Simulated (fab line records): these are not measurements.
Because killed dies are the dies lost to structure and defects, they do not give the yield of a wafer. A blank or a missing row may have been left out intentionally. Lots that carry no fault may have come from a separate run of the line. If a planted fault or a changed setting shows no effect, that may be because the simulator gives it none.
Which tool was responsible? :: flow sky130 :: 12 lots with 36 wafers sampled at 5 steps, on a route of 708 steps

== WHAT EACH GAUGE READ, for each wafer ==
Not one reading of a measure or inspect step in the record can be checked against a usual standard deviation.

== WHICH TOOL RAN EACH LOT (tool, then ch and the chambers of the sampled wafers, then the start) ==
lot: L384
SKY_VIA1_SPUTTER_20: pvd sputter-01, day 33 19:59
SKY_METAL2_SPUTTER_04: pvd sputter-04, day 33 20:43
SKY_VIA2_SOFTBAKE_08: litho track-02 ch 0, day 35 13:00
SKY_VIA2_ETCH_15: rie diel-03 ch 1,2,3, day 36 03:03
SKY_PAD_OPEN_PROBE_99: -

lot: L387
SKY_VIA1_SPUTTER_20: pvd sputter-04, day 35 00:08
SKY_METAL2_SPUTTER_04: pvd sputter-04, day 35 00:52
SKY_VIA2_SOFTBAKE_08: litho track-04 ch 0, day 36 17:00
SKY_VIA2_ETCH_15: rie diel-02 ch 0,1,2, day 37 06:37
SKY_PAD_OPEN_PROBE_99: -

lot: L388
SKY_VIA1_SPUTTER_20: pvd sputter-01, day 35 09:08
SKY_METAL2_SPUTTER_04: pvd sputter-02, day 35 09:52
SKY_VIA2_SOFTBAKE_08: litho track-02 ch 0, day 37 02:00
SKY_VIA2_ETCH_15: rie diel-02 ch 1,2, day 37 15:32
SKY_PAD_OPEN_PROBE_99: prober-02, day 46 20:03

lot: L389
SKY_VIA1_SPUTTER_20: pvd sputter-01, day 35 23:08
SKY_METAL2_SPUTTER_04: pvd sputter-04, day 35 23:52
SKY_VIA2_SOFTBAKE_08: litho track-03 ch 0, day 37 15:00
SKY_VIA2_ETCH_15: rie diel-02 ch 0,2,3, day 38 05:07
SKY_PAD_OPEN_PROBE_99: -

lot: L390
SKY_VIA1_SPUTTER_20: pvd sputter-01, day 36 02:32
SKY_METAL2_SPUTTER_04: pvd sputter-04, day 36 03:16
SKY_VIA2_SOFTBAKE_08: litho track-03 ch 0, day 37 18:00
SKY_VIA2_ETCH_15: rie diel-04 ch 2,3, day 38 08:09
SKY_PAD_OPEN_PROBE_99: prober-02, day 47 09:13

lot: L394
SKY_VIA1_SPUTTER_20: pvd sputter-04, day 37 06:55
SKY_METAL2_SPUTTER_04: pvd sputter-01, day 37 07:38
SKY_VIA2_SOFTBAKE_08: litho track-03 ch 0, day 38 22:00
SKY_VIA2_ETCH_15: rie diel-04 ch 1,2,3, day 39 11:23
SKY_PAD_OPEN_PROBE_99: prober-02, day 48 07:08

lot: L395
SKY_VIA1_SPUTTER_20: pvd sputter-03, day 37 18:20
SKY_METAL2_SPUTTER_04: pvd sputter-02, day 37 19:04
SKY_VIA2_SOFTBAKE_08: litho track-02 ch 0, day 39 10:00
SKY_VIA2_ETCH_15: rie diel-03 ch 0,1,3, day 39 23:18
SKY_PAD_OPEN_PROBE_99: -

lot: L396
SKY_VIA1_SPUTTER_20: pvd sputter-03, day 38 00:11
SKY_METAL2_SPUTTER_04: pvd sputter-02, day 38 00:55
SKY_VIA2_SOFTBAKE_08: litho track-03 ch 0, day 39 15:00
SKY_VIA2_ETCH_15: rie diel-03 ch 0,1,3, day 40 03:50
SKY_PAD_OPEN_PROBE_99: prober-02, day 48 18:16

lot: L397
SKY_VIA1_SPUTTER_20: pvd sputter-01, day 38 07:22
SKY_METAL2_SPUTTER_04: pvd sputter-02, day 38 08:05
SKY_VIA2_SOFTBAKE_08: litho track-03 ch 0, day 39 23:00
SKY_VIA2_ETCH_15: rie diel-04 ch 0,1,2, day 40 11:20
SKY_PAD_OPEN_PROBE_99: prober-01, day 48 23:32

lot: L399
SKY_VIA1_SPUTTER_20: pvd sputter-04, day 38 11:49
SKY_METAL2_SPUTTER_04: pvd sputter-01, day 38 12:32
SKY_VIA2_SOFTBAKE_08: litho track-04 ch 0, day 40 03:00
SKY_VIA2_ETCH_15: rie diel-02 ch 2,3, day 40 16:02
SKY_PAD_OPEN_PROBE_99: -

lot: L398
SKY_VIA1_SPUTTER_20: pvd sputter-03, day 38 14:53
SKY_METAL2_SPUTTER_04: pvd sputter-02, day 38 15:54
SKY_VIA2_SOFTBAKE_08: litho track-03 ch 0, day 40 05:00
SKY_VIA2_ETCH_15: rie diel-02 ch 1,2,3, day 40 18:11
SKY_PAD_OPEN_PROBE_99: prober-01, day 49 06:19

lot: L402
SKY_VIA1_SPUTTER_20: pvd sputter-03, day 39 15:35
SKY_METAL2_SPUTTER_04: pvd sputter-04, day 39 16:25
SKY_VIA2_SOFTBAKE_08: litho track-03 ch 0, day 41 05:00
SKY_VIA2_ETCH_15: rie diel-03 ch 1,2,3, day 41 18:08
SKY_PAD_OPEN_PROBE_99: -
- SKY_VIA1_SPUTTER_20: material TiN, target thk 20 nm, time 80 s.
- SKY_METAL2_SPUTTER_04: material TiN, target thk 70 nm, time 58.3 s.
- SKY_VIA2_SOFTBAKE_08: time 90 s.
- SKY_VIA2_ETCH_15: etches SiO2 in C4F8/O2/Ar, stops on TiN, target depth 546 nm, time 84 s.
- SKY_PAD_OPEN_PROBE_99

== AS READ BY THE TOOLS THEMSELVES (means over the sampled wafers that have a number; for cases with no such wafer, the mark the record gives instead) ==
SKY_VIA1_SPUTTER_20. Usual: throttle valve pct 30.1 %, standard deviation 0.93.
lot: L384
tool: pvd sputter-01
throttle valve pct (%): 30.3
flag: 

lot: L387
tool: pvd sputter-04
throttle valve pct (%): 30.8
flag: 

lot: L388
tool: pvd sputter-01
throttle valve pct (%): 30.8
flag: 

lot: L389
tool: pvd sputter-01
throttle valve pct (%): 30.3
flag: 

lot: L390
tool: pvd sputter-01
throttle valve pct (%): 30.3
flag: 

lot: L394
tool: pvd sputter-04
throttle valve pct (%): 31.1
flag: 

lot: L395
tool: pvd sputter-03
throttle valve pct (%): 29.8
flag: 

lot: L396
tool: pvd sputter-03
throttle valve pct (%): 29.5
flag: 

lot: L397
tool: pvd sputter-01
throttle valve pct (%): 30.4
flag: 

lot: L399
tool: pvd sputter-04
throttle valve pct (%): 30.1
flag: 

lot: L398
tool: pvd sputter-03
throttle valve pct (%): 29.8
flag: 

lot: L402
tool: pvd sputter-03
throttle valve pct (%): 29.7
flag: 

SKY_METAL2_SPUTTER_04. Usual: throttle valve pct 30.3 %, standard deviation 1.1.
lot: L384
tool: pvd sputter-04
throttle valve pct (%): 31.0
flag: 

lot: L387
tool: pvd sputter-04
throttle valve pct (%): 30.3
flag: 

lot: L388
tool: pvd sputter-02
throttle valve pct (%): 30.0
flag: 

lot: L389
tool: pvd sputter-04
throttle valve pct (%): 31.2
flag: 

lot: L390
tool: pvd sputter-04
throttle valve pct (%): 30.1
flag: 

lot: L394
tool: pvd sputter-01
throttle valve pct (%): 30.2
flag: 

lot: L395
tool: pvd sputter-02
throttle valve pct (%): 29.8
flag: 

lot: L396
tool: pvd sputter-02
throttle valve pct (%): 29.9
flag: 

lot: L397
tool: pvd sputter-02
throttle valve pct (%): 29.4
flag: 

lot: L399
tool: pvd sputter-01
throttle valve pct (%): 30.3
flag: 

lot: L398
tool: pvd sputter-02
throttle valve pct (%): 30.5
flag: 

lot: L402
tool: pvd sputter-04
throttle valve pct (%): 30.2
flag: 

SKY_VIA2_SOFTBAKE_08. Usual: chill plate temp C 22.98 C, standard deviation 0.11; heater power total W 57.36 W, standard deviation 0.12; plate temp C 100.01 C, standard deviation 0.13.
lot: L384
tool: litho track-02
chill plate temp C (C): 23.03
heater power total W (W): 57.40
plate temp C (C): 100.07
flag: 

lot: L387
tool: litho track-04
chill plate temp C (C): 22.87
heater power total W (W): 57.41
plate temp C (C): 100.04
flag: 

lot: L388
tool: litho track-02
chill plate temp C (C): 22.86
heater power total W (W): 57.29
plate temp C (C): 99.93
flag: 

lot: L389
tool: litho track-03
chill plate temp C (C): 23.08
heater power total W (W): 57.46
plate temp C (C): 100.18
flag: 

lot: L390
tool: litho track-03
chill plate temp C (C): 22.94
heater power total W (W): 57.30
plate temp C (C): 99.97
flag: 

lot: L394
tool: litho track-03
chill plate temp C (C): 23.15
heater power total W (W): 57.28
plate temp C (C): 99.95
flag: 

lot: L395
tool: litho track-02
chill plate temp C (C): 22.86
heater power total W (W): 57.34
plate temp C (C): 99.88
flag: 

lot: L396
tool: litho track-03
chill plate temp C (C): 22.98
heater power total W (W): 57.48
plate temp C (C): 100.14
flag: 

lot: L397
tool: litho track-03
chill plate temp C (C): 22.93
heater power total W (W): 57.23
plate temp C (C): 100.06
flag: 

lot: L399
tool: litho track-04
chill plate temp C (C): 22.82
heater power total W (W): 57.34
plate temp C (C): 100.15
flag: 

lot: L398
tool: litho track-03
chill plate temp C (C): 23.08
heater power total W (W): 53.53
plate temp C (C): 95.12
flag: OFF

lot: L402
tool: litho track-03
chill plate temp C (C): 22.89
heater power total W (W): 53.57
plate temp C (C): 95.25
flag: OFF

SKY_VIA2_ETCH_15. Usual: oes product au 0.939 a.u., standard deviation 0.0046.
lot: L384
tool: rie diel-03
oes product au (a.u.): 0.936
flag: 

lot: L387
tool: rie diel-02
oes product au (a.u.): 0.940
flag: 

lot: L388
tool: rie diel-02
oes product au (a.u.): 0.941
flag: 

lot: L389
tool: rie diel-02
oes product au (a.u.): 0.941
flag: 

lot: L390
tool: rie diel-04
oes product au (a.u.): 0.937
flag: 

lot: L394
tool: rie diel-04
oes product au (a.u.): 0.945
flag: 

lot: L395
tool: rie diel-03
oes product au (a.u.): 0.937
flag: 

lot: L396
tool: rie diel-03
oes product au (a.u.): 0.936
flag: 

lot: L397
tool: rie diel-04
oes product au (a.u.): 0.937
flag: 

lot: L399
tool: rie diel-02
oes product au (a.u.): 0.939
flag: 

lot: L398
tool: rie diel-02
oes product au (a.u.): 0.936
flag: 

lot: L402
tool: rie diel-03
oes product au (a.u.): 0.938
flag: 

SKY_PAD_OPEN_PROBE_99. Usual: defect limited yield 82.4 %, standard deviation 1.8; killed_at_M0_to_M3 43, standard deviation 6.5; killed_at_M4_up 3.2, standard deviation 1.8; killed at contacts 24, standard deviation 5.2; killed at front end 15, standard deviation 4; killed at other 0.4, standard deviation 0.69; killed dies 86, standard deviation 8.7; killed open 47, standard deviation 7; killed short 39, standard deviation 5.7; sort_bin_3_pad_short 0.9 %, standard deviation 0.43; sort_bin_5_function 10.5 %, standard deviation 1.4; sort_bin_6_memory 6.2 %, standard deviation 1.2; sort n pass 406, standard deviation 8.7; sort yield pct 82.4 %, standard deviation 1.8.
lot: L388
tool: prober-02
defect limited yield (%): 82.1
killed_at_M0_to_M3: 50
killed_at_M4_up: 3.3
killed at contacts: 21
killed at front end: 14
killed at other: 0.0
killed dies: 88
killed open: 53
killed short: 35
sort_bin_3_pad_short (%): 0.7
sort_bin_5_function (%): 11.1
sort_bin_6_memory (%): 6.1
sort n pass: 404
sort yield pct (%): 82.1
flag: 

lot: L390
tool: prober-02
defect limited yield (%): 83.1
killed_at_M0_to_M3: 42
killed_at_M4_up: 2.0
killed at contacts: 22
killed at front end: 17
killed at other: 0.3
killed dies: 83
killed open: 48
killed short: 35
sort_bin_3_pad_short (%): 1.1
sort_bin_5_function (%): 9.7
sort_bin_6_memory (%): 6.1
sort n pass: 409
sort yield pct (%): 83.1
flag: 

lot: L394
tool: prober-02
defect limited yield (%): 82.5
killed_at_M0_to_M3: 42
killed_at_M4_up: 4.7
killed at contacts: 29
killed at front end: 10
killed at other: 0.7
killed dies: 86
killed open: 52
killed short: 35
sort_bin_3_pad_short (%): 0.7
sort_bin_5_function (%): 10.6
sort_bin_6_memory (%): 6.3
sort n pass: 406
sort yield pct (%): 82.5
flag: 

lot: L396
tool: prober-02
defect limited yield (%): 82.7
killed_at_M0_to_M3: 46
killed_at_M4_up: 3.7
killed at contacts: 24
killed at front end: 11
killed at other: 0.0
killed dies: 85
killed open: 48
killed short: 36
sort_bin_3_pad_short (%): 0.5
sort_bin_5_function (%): 10.9
sort_bin_6_memory (%): 5.8
sort n pass: 407
sort yield pct (%): 82.7
flag: 

lot: L397
tool: prober-01
defect limited yield (%): 83.9
killed_at_M0_to_M3: 37
killed_at_M4_up: 2.3
killed at contacts: 28
killed at front end: 12
killed at other: 0.0
killed dies: 79
killed open: 43
killed short: 36
sort_bin_3_pad_short (%): 0.9
sort_bin_5_function (%): 9.1
sort_bin_6_memory (%): 6.1
sort n pass: 413
sort yield pct (%): 83.9
flag: 

lot: L398
tool: prober-01
defect limited yield (%): 81.7
killed_at_M0_to_M3: 42
killed_at_M4_up: 2.0
killed at contacts: 30
killed at front end: 15
killed at other: 0.7
killed dies: 90
killed open: 52
killed short: 36
sort_bin_3_pad_short (%): 1.0
sort_bin_5_function (%): 9.7
sort_bin_6_memory (%): 7.6
sort n pass: 402
sort yield pct (%): 81.7
flag: 

== THE ANSWER, worked out from the rows above alone ==
Rule: lot off if the mean of its wafers having a number is beyond 3 standard deviations from the usual mean. Also off: a lot with no number at a reading for which 4 or more lots have one. All remaining lots with rows at the step are treated as sound. Order of review: gauges by route order, followed by the tools' own readings, for which a lot's mean as printed above is used. The first step at which some lot is off is used, and at that step the reading that is off furthest; a lot without a number counts as furthest.
Off, at SKY_VIA2_SOFTBAKE_08 on plate temp C: L398, L402.
A tool fits if, at that step or a process step before it, it ran every lot that is off, and no sound lot after the first of them. Can't be told from this: 2 tools fit, pvd sputter-03 at SKY_VIA1_SPUTTER_20, litho track-03 at SKY_VIA2_SOFTBAKE_08.

== WHAT THE SIMULATOR PUT IN ==
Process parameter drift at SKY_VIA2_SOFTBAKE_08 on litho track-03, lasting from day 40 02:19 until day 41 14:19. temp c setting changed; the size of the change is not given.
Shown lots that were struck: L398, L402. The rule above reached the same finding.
